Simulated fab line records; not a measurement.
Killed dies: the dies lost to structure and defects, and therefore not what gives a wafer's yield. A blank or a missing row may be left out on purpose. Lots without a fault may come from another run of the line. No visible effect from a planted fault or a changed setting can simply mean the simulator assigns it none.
A sampling plan put to the test -- flow sfq_line -- one fab line, 28 faults that these records tell of, each judged on the records of the lots that it struck
The line's own looks make up the plan; these are the steps of the route where a gauge or inspection reads the wafer and leaves it unchanged. Where struck wafers have a number at a look and the file lists that look's usual mean and standard deviation on fault-free wafers, the look can be judged. Caught: the struck wafers' mean, at a look after the fault's first step, is 4 or more of those standard deviations (sigma) away from the usual mean. On the tool: the same test on the tool's own readings at the fault's steps. Caught also covers a different recipe on the struck wafers, or a record left blank for those wafers only.

== THE FAULTS, as the simulator had put them in ==
1. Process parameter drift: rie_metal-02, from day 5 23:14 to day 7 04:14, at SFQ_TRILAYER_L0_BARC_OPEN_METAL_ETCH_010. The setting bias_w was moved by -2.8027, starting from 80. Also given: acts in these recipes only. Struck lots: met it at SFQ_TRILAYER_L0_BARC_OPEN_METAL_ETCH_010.
2. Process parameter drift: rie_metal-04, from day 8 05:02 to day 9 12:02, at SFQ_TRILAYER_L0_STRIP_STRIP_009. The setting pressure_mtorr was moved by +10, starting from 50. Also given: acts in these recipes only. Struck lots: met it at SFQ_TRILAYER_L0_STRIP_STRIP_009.
3. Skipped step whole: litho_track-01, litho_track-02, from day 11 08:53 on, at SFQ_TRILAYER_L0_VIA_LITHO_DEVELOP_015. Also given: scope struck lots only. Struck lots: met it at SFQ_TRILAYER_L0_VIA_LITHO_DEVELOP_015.
4. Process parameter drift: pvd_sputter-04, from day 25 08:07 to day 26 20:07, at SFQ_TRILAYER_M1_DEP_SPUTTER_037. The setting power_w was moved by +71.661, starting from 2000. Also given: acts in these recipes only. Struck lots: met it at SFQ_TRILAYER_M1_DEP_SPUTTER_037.
5. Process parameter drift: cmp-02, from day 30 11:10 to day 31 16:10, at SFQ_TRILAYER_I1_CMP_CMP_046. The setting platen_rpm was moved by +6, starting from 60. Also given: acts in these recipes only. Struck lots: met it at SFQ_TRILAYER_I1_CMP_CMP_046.
6. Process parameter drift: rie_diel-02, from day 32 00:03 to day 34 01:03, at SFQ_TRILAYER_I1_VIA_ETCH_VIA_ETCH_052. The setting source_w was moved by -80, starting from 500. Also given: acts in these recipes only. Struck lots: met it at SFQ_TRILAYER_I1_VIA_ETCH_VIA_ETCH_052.
7. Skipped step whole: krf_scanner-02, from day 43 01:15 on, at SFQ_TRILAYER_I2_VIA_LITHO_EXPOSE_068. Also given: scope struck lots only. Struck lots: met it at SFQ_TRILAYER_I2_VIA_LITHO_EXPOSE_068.
8. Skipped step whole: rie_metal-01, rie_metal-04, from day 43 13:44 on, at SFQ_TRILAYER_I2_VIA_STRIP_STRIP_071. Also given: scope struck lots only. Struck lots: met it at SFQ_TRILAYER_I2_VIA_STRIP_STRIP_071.
9. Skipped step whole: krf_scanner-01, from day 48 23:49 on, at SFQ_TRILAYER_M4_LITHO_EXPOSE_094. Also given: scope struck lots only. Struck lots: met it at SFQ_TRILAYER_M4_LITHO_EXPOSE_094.
10. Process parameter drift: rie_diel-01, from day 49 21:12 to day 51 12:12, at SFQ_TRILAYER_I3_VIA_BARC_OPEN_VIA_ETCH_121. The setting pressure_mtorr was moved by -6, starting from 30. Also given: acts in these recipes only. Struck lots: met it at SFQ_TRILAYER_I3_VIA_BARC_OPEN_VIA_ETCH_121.
11. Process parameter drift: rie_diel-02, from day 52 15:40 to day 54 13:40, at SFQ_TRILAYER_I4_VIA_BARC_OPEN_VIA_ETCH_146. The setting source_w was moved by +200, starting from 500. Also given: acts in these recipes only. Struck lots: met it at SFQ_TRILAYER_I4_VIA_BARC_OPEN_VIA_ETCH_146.
12. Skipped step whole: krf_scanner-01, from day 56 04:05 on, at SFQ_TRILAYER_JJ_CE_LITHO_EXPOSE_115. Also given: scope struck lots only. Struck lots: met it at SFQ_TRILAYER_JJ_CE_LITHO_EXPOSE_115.
13. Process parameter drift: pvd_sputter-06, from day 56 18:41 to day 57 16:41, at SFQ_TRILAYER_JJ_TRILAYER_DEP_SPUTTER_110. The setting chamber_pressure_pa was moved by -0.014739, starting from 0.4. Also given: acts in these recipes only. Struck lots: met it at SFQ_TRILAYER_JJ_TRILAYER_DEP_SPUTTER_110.
14. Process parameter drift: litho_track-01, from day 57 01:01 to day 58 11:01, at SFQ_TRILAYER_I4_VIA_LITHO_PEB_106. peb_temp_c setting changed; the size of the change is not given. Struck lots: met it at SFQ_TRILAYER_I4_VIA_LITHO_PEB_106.
15. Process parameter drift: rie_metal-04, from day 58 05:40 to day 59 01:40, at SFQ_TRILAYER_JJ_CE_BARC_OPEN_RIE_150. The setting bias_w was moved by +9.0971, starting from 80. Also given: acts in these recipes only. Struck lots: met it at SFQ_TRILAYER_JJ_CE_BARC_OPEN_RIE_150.
16. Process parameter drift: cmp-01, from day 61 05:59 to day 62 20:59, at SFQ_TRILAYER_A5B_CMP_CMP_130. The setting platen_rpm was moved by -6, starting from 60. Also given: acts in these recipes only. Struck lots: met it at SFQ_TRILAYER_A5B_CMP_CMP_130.
17. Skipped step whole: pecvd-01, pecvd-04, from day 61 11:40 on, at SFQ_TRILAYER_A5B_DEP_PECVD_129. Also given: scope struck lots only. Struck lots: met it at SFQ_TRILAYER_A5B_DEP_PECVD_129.
18. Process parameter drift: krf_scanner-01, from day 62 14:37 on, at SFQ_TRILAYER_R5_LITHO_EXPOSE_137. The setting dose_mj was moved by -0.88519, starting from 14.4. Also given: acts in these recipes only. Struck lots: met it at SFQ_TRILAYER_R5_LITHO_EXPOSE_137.
19. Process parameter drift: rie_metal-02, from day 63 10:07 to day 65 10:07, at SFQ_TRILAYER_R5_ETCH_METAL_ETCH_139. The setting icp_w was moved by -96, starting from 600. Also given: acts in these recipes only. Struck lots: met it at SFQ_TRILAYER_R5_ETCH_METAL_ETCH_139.
20. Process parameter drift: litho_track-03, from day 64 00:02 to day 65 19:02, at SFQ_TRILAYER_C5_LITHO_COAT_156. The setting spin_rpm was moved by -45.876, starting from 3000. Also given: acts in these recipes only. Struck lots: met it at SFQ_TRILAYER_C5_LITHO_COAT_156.
21. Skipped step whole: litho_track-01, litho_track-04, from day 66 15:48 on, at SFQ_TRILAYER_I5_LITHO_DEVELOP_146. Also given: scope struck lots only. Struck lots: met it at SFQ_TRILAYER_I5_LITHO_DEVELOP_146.
22. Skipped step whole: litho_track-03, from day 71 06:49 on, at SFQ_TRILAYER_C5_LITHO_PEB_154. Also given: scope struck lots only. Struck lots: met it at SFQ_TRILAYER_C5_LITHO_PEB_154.
23. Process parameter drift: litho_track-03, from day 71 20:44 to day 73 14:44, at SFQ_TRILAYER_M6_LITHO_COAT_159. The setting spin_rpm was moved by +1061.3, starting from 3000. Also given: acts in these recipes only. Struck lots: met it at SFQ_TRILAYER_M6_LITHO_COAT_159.
24. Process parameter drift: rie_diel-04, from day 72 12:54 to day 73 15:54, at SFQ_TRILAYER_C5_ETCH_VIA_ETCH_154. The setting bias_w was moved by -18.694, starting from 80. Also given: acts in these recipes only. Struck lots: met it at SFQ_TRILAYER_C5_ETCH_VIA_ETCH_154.
25. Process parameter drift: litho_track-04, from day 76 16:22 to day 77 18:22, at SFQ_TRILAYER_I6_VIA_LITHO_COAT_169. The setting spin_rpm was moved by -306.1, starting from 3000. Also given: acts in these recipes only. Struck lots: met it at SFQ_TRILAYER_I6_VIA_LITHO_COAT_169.
26. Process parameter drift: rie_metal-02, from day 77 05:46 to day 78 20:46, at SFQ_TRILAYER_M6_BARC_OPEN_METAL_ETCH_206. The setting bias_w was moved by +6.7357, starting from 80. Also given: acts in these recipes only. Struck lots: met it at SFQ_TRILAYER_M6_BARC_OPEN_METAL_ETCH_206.
27. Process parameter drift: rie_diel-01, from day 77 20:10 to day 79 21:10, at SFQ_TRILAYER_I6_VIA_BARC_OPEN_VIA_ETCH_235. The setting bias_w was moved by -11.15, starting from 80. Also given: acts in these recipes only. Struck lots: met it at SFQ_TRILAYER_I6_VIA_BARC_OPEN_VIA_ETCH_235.
28. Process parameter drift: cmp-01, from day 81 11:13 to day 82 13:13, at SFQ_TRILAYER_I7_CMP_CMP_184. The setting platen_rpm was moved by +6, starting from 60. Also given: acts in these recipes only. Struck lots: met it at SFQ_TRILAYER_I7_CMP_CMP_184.

== WHAT THE PLAN SAW ==
fault,on the tool itself,first look that catches it,"reading, sigma",median hours from its first step to that look,hours from the fault's start to the first struck lot there,judged looks passed uncaught
1,bias_w -11 sigma,none of the 2 looks that can be judged after it,-,-,-,2
2,chamber_pressure_mTorr +99 or beyond sigma,no look after it can be judged,-,-,-,0
3,the tool's record is blank for the struck wafers,not the one look that can be judged after it,-,-,-,1
4,cathode_dc_power_W +99 or beyond sigma,no look after it can be judged,-,-,-,0
5,platen_rpm +99 or beyond sigma,no look after it can be judged,-,-,-,0
6,rf_fwd_power_W -47 sigma,no look after it can be judged,-,-,-,0
7,no reading that can be judged,no look after it can be judged,-,-,-,0
8,the tool's record is blank for the struck wafers,no look after it can be judged,-,-,-,0
9,no reading that can be judged,no look after it can be judged,-,-,-,0
10,chamber_pressure_mTorr -99 or beyond sigma,no look after it can be judged,-,-,-,0
11,rf_fwd_power_W +99 or beyond sigma,no look after it can be judged,-,-,-,0
12,no reading that can be judged,no look after it can be judged,-,-,-,0
13,chamber_pressure_pa -17 sigma,no look after it can be judged,-,-,-,0
14,heater_power_total_W +42 sigma,no look after it can be judged,-,-,-,0
15,bias_w +36 sigma,no look after it can be judged,-,-,-,0
16,platen_rpm -99 or beyond sigma,no look after it can be judged,-,-,-,0
17,the tool's record is blank for the struck wafers,no look after it can be judged,-,-,-,0
18,exposure_dose_mJ_cm2 -67 sigma,no look after it can be judged,-,-,-,0
19,rf_fwd_power_W -38 sigma,no look after it can be judged,-,-,-,0
20,spin_speed_rpm -24 sigma,no look after it can be judged,-,-,-,0
21,the tool's record is blank for the struck wafers,no look after it can be judged,-,-,-,0
22,the tool's record is blank for the struck wafers,no look after it can be judged,-,-,-,0
23,spin_speed_rpm +99 or beyond sigma,no look after it can be judged,-,-,-,0
24,bias_w -77 sigma,no look after it can be judged,-,-,-,0
25,spin_speed_rpm -99 or beyond sigma,none of the 3 looks that can be judged after it,-,-,-,3
26,bias_w +29 sigma,not the one look that can be judged after it,-,-,-,1
27,bias_w -46 sigma,not the one look that can be judged after it,-,-,-,1
28,platen_rpm +99 or beyond sigma,no look after it can be judged,-,-,-,0
A dash: the fault isn't caught, or these records don't give the number.

Caught at a look: 0 of 28. Caught on the tool: 25 of 28. By one or the other: 25 of 28.
Faults 1, 2, 3, 4, 5, 6, 8, 10, 11, 13, 14, 15, 16, 17, 18, 19, 20, 21, 22, 23, 24, 25, 26, 27, 28 were caught on the tool alone.
Caught by neither: faults 7, 9, 12.
